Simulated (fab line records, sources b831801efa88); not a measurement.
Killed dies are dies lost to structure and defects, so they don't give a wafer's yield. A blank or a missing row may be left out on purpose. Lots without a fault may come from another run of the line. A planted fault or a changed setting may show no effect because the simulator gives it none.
fab line records | flow gf180mcu
record lots=6 wafers=18 last_day=34
route steps=602 shown PSD@258 NSD@262 SAB@264
lots that met no fault: from a run of the same line without faults
start_h: hours from the record's first day to the start of the lot's first wafer shown | wait_h: hours since the lot's step before | " the same as in the row above | L1.1+2: a row that stands for several wafers | - no value, or no start given | * or withheld: withheld | < > ~ a bound
route shown NAME@n: a module of which the file shows steps, and the number in the route of the first | usual: mean/standard deviation of fault-free wafers | same: alike in all rows | chamber/n: place in a boat | sites: the reading at each site | _std_site: their standard deviation | _edge_site: outer sites' mean less inner sites' | radius_mm: how far each site lies from the wafer's centre | mask NAME#n: copy n | behind: the tool/chamber that last shaped the wafer | hold: why the lot was held/for how many hours/how that ended | device: the transistor (n, p or np) that didn't switch | end of line: the same wafers' tests at the end of the route | a step without rows: its recipe alone | killed: dies lost to structure and defects at the first sort, not the wafer's yield | map: a wafer's dies, x killed, . not, _ none there
set.NAME: the setting as run; set.NAME@STEP: as run at that earlier step | model.NAME: the simulator's own value behind a step, which no gauge read
lots at some steps of the route; a table a step, a row a wafer
services: from which hour (start_h, from the record's first day; less than 0 if before it) a tool's chamber was out of use, for how many hours, and why
## steps
# step GF_PSD_STRIP_10
# recipe chemistry=O2/N2 power_w=1400 pressure_mtorr=1500 platen_temp_c=250 o2_flow_sccm=3000 n2_flow_sccm=300 overash_fraction=0.5
# usual drypump_motor_current_A=5.8/0.38 heater_power_w=328/13 oes_product_au=0.592/0.0049 strip_time_to_endpoint_s=16.54/0.033
# same overash_fraction=0.5
# columns lot.wafer tool chamber start_h wait_h drypump_motor_current_A heater_power_w oes_product_au rf_hours_counter_h strip_time_to_endpoint_s
L775.2 plasma_asher-04 0 322.79 0.1 6.2 351 0.593 65 16.53
L775.3 " 1 " " 5.3 324 0.595 - 16.50
L775.5 " 1 " " 5.3 324 0.595 - 16.55
L776.2 plasma_asher-01 0 331.59 0.1 5.6 307 0.596 23 16.51
L776.4 " 1 " " 6.0 332 0.589 - 16.53
L776.6 " 1 " " 6.0 331 0.601 - 16.54
L785.1 plasma_asher-01 0 412.66 0.1 5.6 296 0.580 32 16.63
L785.2 " 1 " " 6.0 327 0.588 32 16.61
L785.3 " 1 " " 6.0 328 0.591 - 16.60
L786.1 plasma_asher-04 1 415.48 0.1 5.3 322 0.594 75 16.55
L786.3 " 0 " " 6.2 342 0.596 - 16.56
L786.6 " 0 " " 6.2 356 0.604 - 16.58
L796.2 plasma_asher-04 1 506.09 0.1 5.3 320 0.596 8 16.55
L796.4 " 0 " " 6.3 351 0.586 - 16.54
L796.5 " 1 " " 5.3 314 0.600 - 16.53
L797.1 plasma_asher-04 0 516.39 0.1 6.3 344 0.600 9 16.53
L797.4 " 0 " " 6.3 344 0.588 - 16.54
L797.5 " 1 " " 5.3 319 0.590 - 16.55
# step GF_PSD_TW_MEAS_11
# usual PSD_TW=3206/15
# columns lot.wafer tool chamber start_h wait_h PSD_TW
L775.2 film_metro-01 - 322.90 0.1 3179
L775.3 " - " " 3188
L775.5 " - " " 3206
L776.2 film_metro-01 - 331.70 0.1 3192
L776.4 " - " " 3186
L776.6 " - " " 3196
L785.1 film_metro-02 - 412.76 0.1 3209
L785.2 " - " " 3210
L785.3 " - " " 3226
L786.1 film_metro-01 - 415.58 0.1 3185
L786.3 " - " " 3207
L786.6 " - " " 3213
L796.2 film_metro-04 - 506.20 0.1 3208
L796.4 " - " " 3206
L796.5 " - " " 3208
L797.1 film_metro-04 - 516.49 0.1 3197
L797.4 " - " " 3196
L797.5 " - " " 3226
# step GF_PSD_CLEAN_12
# recipe chemistry=SC1/SC2 mix=1:4:20 temp_c=70 time_s=150 dry=n2_spin
# step GF_PSD_RTA_13
# recipe temp_c=1025 time_s=20 ambient=N2
# usual lamp_power_pct=37/3.4 wafer_temp_C_max=1030.0/0.99
# columns lot.wafer tool chamber start_h wait_h lamp_power_pct wafer_temp_C_max
L775.2 rtp_anneal-02 0 323.01 0.0 34 1031.3
L775.3 " 0 " " 34 1031.3
L775.5 " 0 " " 34 1030.0
L776.2 rtp_anneal-02 0 331.81 0.0 34 1029.9
L776.4 " 0 " " 34 1028.7
L776.6 " 0 " " 34 1029.8
L785.1 rtp_anneal-02 0 412.88 0.0 34 1030.7
L785.2 " 0 " " 34 1031.8
L785.3 " 0 " " 34 1029.2
L786.1 rtp_anneal-01 0 415.70 0.0 41 1029.9
L786.3 " 0 " " 41 1027.6
L786.6 " 0 " " 41 1029.4
L796.2 rtp_anneal-02 0 506.32 0.0 34 1030.8
L796.4 " 0 " " 34 1029.2
L796.5 " 0 " " 34 1030.5
L797.1 rtp_anneal-02 0 516.60 0.0 34 1029.4
L797.4 " 0 " " 34 1030.3
L797.5 " 0 " " 34 1030.9
# step GF_PSD_RS_MEAS_14
# recipe thk_meas_gauge=four-point-probe
# usual NSD_RS=46.13/0.099
# columns lot.wafer tool chamber start_h wait_h NSD_RS[ohm/sq]
L775.2 film_metro-02 - 323.10 0.1 46.28
L775.3 " - " " 46.07
L775.5 " - " " 46.21
L776.2 film_metro-04 - 331.90 0.1 46.20
L776.4 " - " " 46.19
L776.6 " - " " 46.17
L785.1 film_metro-02 - 412.96 0.1 46.16
L785.2 " - " " 46.12
L785.3 " - " " 46.14
L786.1 film_metro-02 - 415.78 0.1 46.12
L786.3 " - " " 45.91
L786.6 " - " " 45.95
L796.2 film_metro-02 - 506.41 0.1 46.18
L796.4 " - " " 46.19
L796.5 " - " " 46.36
L797.1 film_metro-02 - 516.69 0.1 46.20
L797.4 " - " " 46.24
L797.5 " - " " 46.12
# step GF_PSD_RS_MEAS_15
# recipe thk_meas_gauge=four-point-probe
# usual PSD_RS=108.6/0.3
# columns lot.wafer tool chamber start_h wait_h PSD_RS[ohm/sq]
L775.2 film_metro-02 - 323.22 0.1 108.7
L775.3 " - " " 109.1
L775.5 " - " " 108.9
L776.2 film_metro-04 - 332.02 0.1 109.0
L776.4 " - " " 108.5
L776.6 " - " " 108.6
L785.1 film_metro-02 - 413.08 0.1 108.5
L785.2 " - " " 108.5
L785.3 " - " " 108.6
L786.1 film_metro-02 - 415.90 0.1 108.2
L786.3 " - " " 108.3
L786.6 " - " " 108.0
L796.2 film_metro-02 - 506.53 0.1 109.0
L796.4 " - " " 109.3
L796.5 " - " " 109.4
L797.1 film_metro-02 - 516.81 0.1 108.8
L797.4 " - " " 108.5
L797.5 " - " " 108.3
# step GF_SAB_CVD_00
# recipe material=SiO2 target_thk_nm=50 precursor=TEOS temp_c=400 time_s=4.9302 rf_w=600
# usual heater_power_outer_w=358/84 heater_power_w=642/130 rf_fwd_power_W=587/3.2
# columns lot.wafer tool chamber start_h wait_h heater_power_outer_w heater_power_w rf_fwd_power_W
L775.2 pecvd-03 2 323.32 0.1 381 771 592
L775.3 " 0 " " 510 830 586
L775.5 " 1 " " 269 471 588
L776.2 pecvd-04 0 332.12 0.1 402 708 588
L776.4 " 0 " " 407 709 587
L776.6 " 1 " " 234 472 587
L785.1 pecvd-03 1 413.20 0.1 249 457 589
L785.2 " 0 " " 384 664 587
L785.3 " 2 " " 359 750 590
L786.1 pecvd-04 2 416.02 0.1 447 719 590
L786.3 " 0 " " 326 645 588
L786.6 " 1 " " 217 436 585
L796.2 pecvd-02 1 506.63 0.1 433 722 585
L796.4 " 0 " " 259 478 590
L796.5 " 1 " " 428 753 588
L797.1 pecvd-03 2 516.93 0.1 392 798 591
L797.4 " 1 " " 286 495 589
L797.5 " 2 " " 392 787 589
# step GF_SAB_THK_MEAS_01
# recipe reads=SiO2_of_SAB_CVD_00
# usual SAB_CVD_00_THK=49.7/0.64
# columns lot.wafer tool chamber start_h wait_h SAB_CVD_00_THK[nm]
L775.2 film_metro-02 - 323.35 0.0 49.7
L775.3 " - " " 49.6
L775.5 " - " " 50.2
L776.2 film_metro-02 - 332.15 0.0 48.7
L776.4 " - " " 49.6
L776.6 " - " " 49.6
L785.1 film_metro-02 - 413.26 0.1 50.0
L785.2 " - " " 50.4
L785.3 " - " " 49.5
L786.1 film_metro-03 - 416.04 0.0 49.5
L786.3 " - " " 49.8
L786.6 " - " " 50.1
L796.2 film_metro-03 - 506.66 0.0 49.5
L796.4 " - " " 49.4
L796.5 " - " " 50.6
L797.1 film_metro-01 - 516.95 0.0 49.6
L797.4 " - " " 50.1
L797.5 " - " " 49.6
# step GF_SAB_DEHYDRATE_02
# recipe temp_c=200 time_s=60
# step GF_SAB_HMDS_03
# recipe prime_time_s=60 prime_temp_c=120
# step GF_SAB_COAT_04
# recipe resist=NOVOLAK spin_rpm=3000 resist_thk_nm=1000
# step GF_SAB_SOFTBAKE_05
# recipe temp_c=90 time_s=60 resist=NOVOLAK
# step GF_SAB_EXPOSE_06
# recipe mask_id=SAB target_cd_nm=420 na=0.6 source_shape=conventional sigma_outer=0.6 dose_mj=140
# usual exposure_dose_mJ_cm2=139.92/0.16 focus_offset_nm=0.0/0.47
# columns lot.wafer tool chamber start_h wait_h mask exposure_dose_mJ_cm2 focus_offset_nm
L775.2 iline_stepper-01 0 334.20 - SAB#0 139.62 -0.4
L775.3 " 0 " " SAB#0 139.71 0.1
L775.5 " 0 " " SAB#0 139.58 -0.1
L776.2 iline_stepper-01 0 342.56 - SAB#0 140.01 0.1
L776.4 " 0 " " SAB#0 139.72 -0.1
L776.6 " 0 " " SAB#0 139.90 -0.5
L785.1 iline_stepper-01 - 425.11 - SAB#0 - -
L785.2 " - " " SAB#0 - -
L785.3 " - " " SAB#0 - -
L786.1 iline_stepper-01 - 428.14 - SAB#0 - -
L786.3 " - " " SAB#0 - -
L786.6 " - " " SAB#0 - -
L796.2 iline_stepper-01 0 518.57 - SAB#0 139.73 -0.5
L796.4 " 0 " " SAB#0 139.82 0.4
L796.5 " 0 " " SAB#0 139.75 0.0
L797.1 iline_stepper-01 0 528.33 - SAB#0 140.01 0.2
L797.4 " 0 " " SAB#0 139.98 0.2
L797.5 " 0 " " SAB#0 139.94 -0.1
# step GF_SAB_PEB_07
# recipe temp_c=withheld time_s=* resist=NOVOLAK
## services
# columns tool chamber start_h hours kind
rtp_anneal-01 - 364.25 3.3 pm
pecvd-03 - 368.92 14.0 pm
pecvd-03 0 368.92 14.0 vent_cycle
pecvd-03 1 368.92 14.0 vent_cycle
pecvd-03 2 368.92 14.0 vent_cycle
plasma_asher-04 - 373.39 0.7 repair
pecvd-03 0 382.92 - clean
pecvd-03 1 382.92 - clean
pecvd-03 2 382.92 - clean
pecvd-04 - 403.21 1.8 repair
plasma_asher-04 - 421.25 9.0 pm
plasma_asher-04 0 421.25 9.0 vent_cycle
plasma_asher-04 1 421.25 9.0 vent_cycle
plasma_asher-04 0 430.25 - clean
plasma_asher-04 1 430.25 - clean
plasma_asher-01 - 433.12 1.1 repair
iline_stepper-01 - 437.08 7.2 repair
iline_stepper-01 0 441.64 - calibration
pecvd-02 - 495.20 2.8 pm
pecvd-04 - 505.41 1.0 repair
iline_stepper-01 - 509.49 1.7 pm
## key
first_sign step=GF_SAB_EXPOSE_06 reading=tool_record direction=missing
effect none on later readings
met_at GF_SAB_EXPOSE_06
struck_wafers L785.1,L785.2,L785.3,L786.1,L786.3,L786.6
later_rows_left_out L785.1,L785.2,L785.3,L786.1,L786.3,L786.6
sort_left_out L785.1,L785.2,L785.3,L786.1,L786.3,L786.6
tester_left_out L785,L786
onset_between 342.56 425.11
fault kind=skipped_step_whole tool=iline_stepper-01 chamber=- onset_h=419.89 steps=GF_SAB_EXPOSE_06 scope=struck_lots_only
# tester_left_out: of these lots the tester's yield and bins aren't shown, on N5 and GAA mostly nor the transistor test; their killed dies are dies lost to structure and defects alone, not to doping, threshold or leakage, so they don't give the yield
# sort_left_out: the simulated sort isn't trusted on such a fault, so these wafers' sort isn't shown, and their yield isn't known
# later_rows_left_out: the simulator's readings of these wafers behind a module that went badly wrong aren't trusted and aren't shown, but for the sort
